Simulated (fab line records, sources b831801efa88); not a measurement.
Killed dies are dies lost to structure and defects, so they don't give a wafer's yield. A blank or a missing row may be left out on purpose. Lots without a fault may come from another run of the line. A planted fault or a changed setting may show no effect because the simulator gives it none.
Comparing a struck lot with a sound one || flow gf180mcu || 18 out of 602 route steps
Sound: wafers L865.3, L865.5, L865.6. Wafers struck: L879.3, L879.5, L879.6. The cause comes at the end.
At each step with rows: each side's tool, then ch and its chambers, then its first start. Under that, the readings that differ: sound wafers || struck wafers || difference of the means || sigmas: that difference in standard deviations of wafers without a fault.
alike: readings whose means differ by less than 2 such deviations, and words and numbers that are the same on both sides. not compared: withheld readings, readings that some wafer has no value for, bounds like >300 that may hide the same value, and numbers for which the record gives no deviation and whose values overlap.
A row with sigmas, a row that says differs or no value, or rows on one side alone: a step with any of these is where the two part. Numbers that have no deviation but don't overlap get no sigmas and don't part them. A reading missing from all wafers of one side parts the sides only when that side holds two or more wafers.

first, 3 steps without rows for these wafers: GF_HV_LDD_EXPOSE_04 (exposes mask Nplus LV AREA, target cd 400 nm); GF_HV_LDD_PEB_05; GF_HV_LDD_DEVELOP_06 (develop time 60 s).
GF_HV_LDD_CD_MEAS_07: target cd 400 nm.
  sound on cd sem-01 at day 11 09:09; struck on cd sem-02 at day 15 19:21
  alike: cd nm
GF_HV_LDD_OVL_MEAS_08:
  sound on overlay-01 at day 11 09:15; struck on overlay-02 at day 15 19:27
  alike: HV_LDD_OVL
then, 1 step without rows for these wafers: GF_HV_LDD_IMPLANT_09.
GF_HV_LDD_STRIP_10: strips in O2/N2.
  sound on plasma asher-03 ch 0,1, day 11 09:27; struck on plasma asher-03 ch 0,1, day 15 19:39
  alike: drypump motor current A, heater power w, oes product au, strip time to endpoint s
  not compared: rf hours counter h
GF_HV_LDD_TW_MEAS_11:
  sound on film metro-02 at day 11 09:32; struck on film metro-02 at day 15 19:44
  alike: HV_LDD_TW
then, 4 steps without rows for these wafers: GF_HV_LDD_DEHYDRATE_12 (time 60 s); GF_HV_LDD_HMDS_13 (prime time 60 s); GF_HV_LDD_COAT_14 (resist thk 1000 nm); GF_HV_LDD_SOFTBAKE_15 (time 60 s).
GF_HV_LDD_EXPOSE_16: exposes mask Pplus LV AREA, target cd 400 nm.
  sound on iline stepper-01 ch 0, day 11 19:12; struck on iline stepper-01 ch 0, day 16 07:22
{"reading": "exposure dose mJ cm2", "sound": "140.14 140.14 140.07", "struck": "137.39 137.65 137.74", "difference": -2.52, "sigmas": -17}
  alike: mask, reticle temp C
then, 2 steps without rows for these wafers: GF_HV_LDD_PEB_17; GF_HV_LDD_DEVELOP_18 (develop time 60 s).
GF_HV_LDD_CD_MEAS_19: target cd 400 nm.
  sound on cd sem-02 at day 12 04:59; struck on cd sem-02 at day 16 18:29
{"reading": "cd nm (nm)", "sound": "402.8 402.7 403.6", "struck": "396.2 395.0 397.1", "difference": -6.9, "sigmas": -3}
GF_HV_LDD_OVL_MEAS_20:
  sound on overlay-02 at day 12 05:05; struck on overlay-02 at day 16 18:35
  alike: HV_LDD_01_OVL
GF_PASSIVATION_PROBE_99:
  the record has rows for the sound wafers here (prober-02, day 30 14:17) and none for the struck ones

== WHERE THEY PART ==
Last at GF_PASSIVATION_PROBE_99 as far as this record goes, first at GF_HV_LDD_EXPOSE_16.

WHY: what had been put in by the simulator
Drift in process parameters on iline stepper-01 at GF_HV_LDD_EXPOSE_16, starting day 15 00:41. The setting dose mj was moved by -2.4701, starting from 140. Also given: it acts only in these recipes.
